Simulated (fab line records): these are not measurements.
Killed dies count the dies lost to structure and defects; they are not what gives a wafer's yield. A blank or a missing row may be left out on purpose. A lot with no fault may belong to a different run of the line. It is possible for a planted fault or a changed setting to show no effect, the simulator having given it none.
A lot that was struck, set against a sound lot + flow sky130 + 15 out of 708 route steps
Sound: wafers L732.2, L732.4, L732.5. The struck wafers were L738.4, L738.5, L738.6. The cause is named last.
For every step that has rows: the tool of each side, followed by ch and its chambers, followed by its first start. Under that, the readings that differ: sound wafers + struck wafers + difference of the means + sigmas: that difference in standard deviations of wafers without a fault.
alike: same words and numbers on both sides, and readings whose means sit less than 2 such deviations apart. not compared: any withheld reading, any reading some wafer has no value for, any bound like >300 that may hide the same value, and any number with overlapping values for which the record gives no deviation.
Wherever a step has rows on one side only, a row that says differs or no value, or a row with sigmas, the two part there. Non-overlapping numbers with no deviation appear without sigmas and do not part them. Lack of a reading on every wafer of one side parts them only where that side has two or more wafers.

first, 7 steps without rows for these wafers: SKY_LDD_LDN_DEHYDRATE_00 (time 60 s); SKY_LDD_LDN_HMDS_01 (prime time 60 s); SKY_LDD_LDN_COAT_02 (resist thk 1140 nm); SKY_LDD_LDN_SOFTBAKE_03 (time 60 s); SKY_LDD_LDN_EXPOSE_04 (exposes mask LDNTM, target cd 700 nm); SKY_LDD_LDN_PEB_05; SKY_LDD_LDN_DEVELOP_06 (develop time 60 s).
SKY_LDD_LDN_OVL_MEAS_07:
  sound on overlay-02 at day 23 01:39; struck on overlay-02 at day 25 15:20
  alike: LDD_LDN_OVL
then, 4 steps without rows for these wafers: SKY_LDD_LDN_IMPLANT_08; SKY_LDD_LDN_IMPLANT_09; SKY_LDD_LDN_IMPLANT_10; SKY_LDD_LDN_IMPLANT_11.
SKY_LDD_LDN_STRIP_12: strips in O2/N2.
  sound on plasma-asher-02 ch 0,1, day 23 02:17; struck on plasma-asher-01 ch 0,1, day 25 15:59
| reading                                      | sound             | struck            | difference                    | sigmas |
|----------------------------------------------|-------------------|-------------------|-------------------------------|--------|
| oes-product-au (a.u.)                        | 0.716 0.714 0.722 | 0.962 0.953 0.953 | +0.239                        | +49    |
| strip-time-to-endpoint-s (s)                 | 14.19 14.20 14.16 | - - -             | no value on the struck wafers |        |
| model.NOVOLAK_of_LDD_LDN_COAT_02.thk-nm (nm) | 0 0 0             | 96.22 96.14 96.58 | +96.31                        |        |
  alike: chamber-pressure-mTorr, drypump-motor-current-A
  not compared: rf-hours-counter-h
SKY_LDD_LDN_TW_MEAS_13:
  sound on film-metro-03 at day 23 02:23; struck on film-metro-02 at day 25 16:05
  alike: LDD_LDN_TW
-- here the record skips 22 days between the struck wafers' starts before and after, leaving off in module LDD_LDN and picking up in module PAD_OPEN (first step shown: number 708 of the route) --
SKY_PAD_OPEN_PROBE_99:
  only the struck wafers here have rows in the record (prober-01, day 47 15:36); the sound ones have none

## WHERE THEY PART
First at SKY_LDD_LDN_STRIP_12; last, within this record, at SKY_PAD_OPEN_PROBE_99.

WHY: what had been put in by the simulator
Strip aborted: plasma-asher-01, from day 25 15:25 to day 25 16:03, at SKY_LDD_LDN_STRIP_12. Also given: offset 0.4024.
